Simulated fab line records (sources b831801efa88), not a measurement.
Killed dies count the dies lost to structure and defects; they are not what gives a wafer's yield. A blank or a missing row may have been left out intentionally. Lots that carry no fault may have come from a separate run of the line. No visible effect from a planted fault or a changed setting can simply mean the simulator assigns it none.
One fault seen from 2 desks | flow sky130 | what lay behind the numbers comes last; until then each desk has only its own

AT THE TOOL OWNER'S DESK: pvdSputter-03
The tool's own readings at SKY_METAL5_SPUTTER_00 (material Ti, target thk 15 nm, time 10 s): means of the sampled wafers that have a number, for each lot that ran on this tool. If a lot's mean is further than 4 standard deviations from the usual mean, the lot is out of limits and carries the mark OUT (the distance appears in the brackets).
Columns: A = cathodeDcPowerW at SKY_METAL5_SPUTTER_00, usual 3000.1 W; B = chamberPressurePa at SKY_METAL5_SPUTTER_00, usual 0.4000 Pa; C = throttleValvePct at SKY_METAL5_SPUTTER_00, usual 30.1 %
lot  | first seen here | A                        | B      | C
L678 | day 43 10:03    | 3000.0                   | 0.3995 | 30.0
L681 | day 44 08:32    | 3000.2                   | 0.3994 | 29.9
L688 | day 46 01:36    | 2722.7 (-99 or more) OUT | 0.4001 | 30.4
L690 | day 46 10:43    | 2723.3 (-99 or more) OUT | 0.4002 | 30.2
This desk finds L688, L690 out of limits, L688 being first, at day 46 01:36 (cathodeDcPowerW at SKY_METAL5_SPUTTER_00). In limits: L678, L681.

METROLOGY DESK
What the gauges read, lot by lot, whatever tool the lot ran on: means of the sampled wafers that have a number. If a lot's mean is further than 4 standard deviations from the usual mean, the lot is out of limits and carries the mark OUT (the distance appears in the brackets).
Columns: A = VIA4_OVL at SKY_VIA4_OVL_MEAS_11, usual 1.2 nm; B = VIA4_W_RS at SKY_VIA4_RS_MEAS_19, usual 0.2279 ohm/sq; C = VIA4_W_THK at SKY_VIA4_THK_MEAS_20, usual 496 nm
lot  | first seen here | A   | B      | C
L678 | day 43 08:34    | 1.0 | 0.2293 | 490
L681 | day 44 07:09    | 0.4 | 0.2266 | 502
L688 | day 46 00:05    | 1.1 | 0.2252 | 500
L690 | day 46 09:16    | 1.2 | 0.2315 | 490
L694 | day 47 13:11    | 2.5 | 0.2270 | 498
L697 | day 47 23:11    | 0.6 | 0.2271 | 494
This desk's verdict: no lot among the 6 shows anything out of limits.

PUT TOGETHER
At day 46 01:36, on L688, L690, the tool owner's desk was in a position to raise an alarm.
From the metrology desk's view, nothing was out of limits.
The metrology desk holds a record of L688, L690, inside its limits.
All the named lots went through SKY_METAL5_SPUTTER_00 on pvdSputter-03.

WHAT THE SIMULATOR PUT IN
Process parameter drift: pvdSputter-03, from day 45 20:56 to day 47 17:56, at SKY_METAL5_SPUTTER_00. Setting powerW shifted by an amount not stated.
Lots struck among those shown: L688, L690.
Each desk's first reading out of limits, in hours after the fault started: the tool owner's desk, 5.
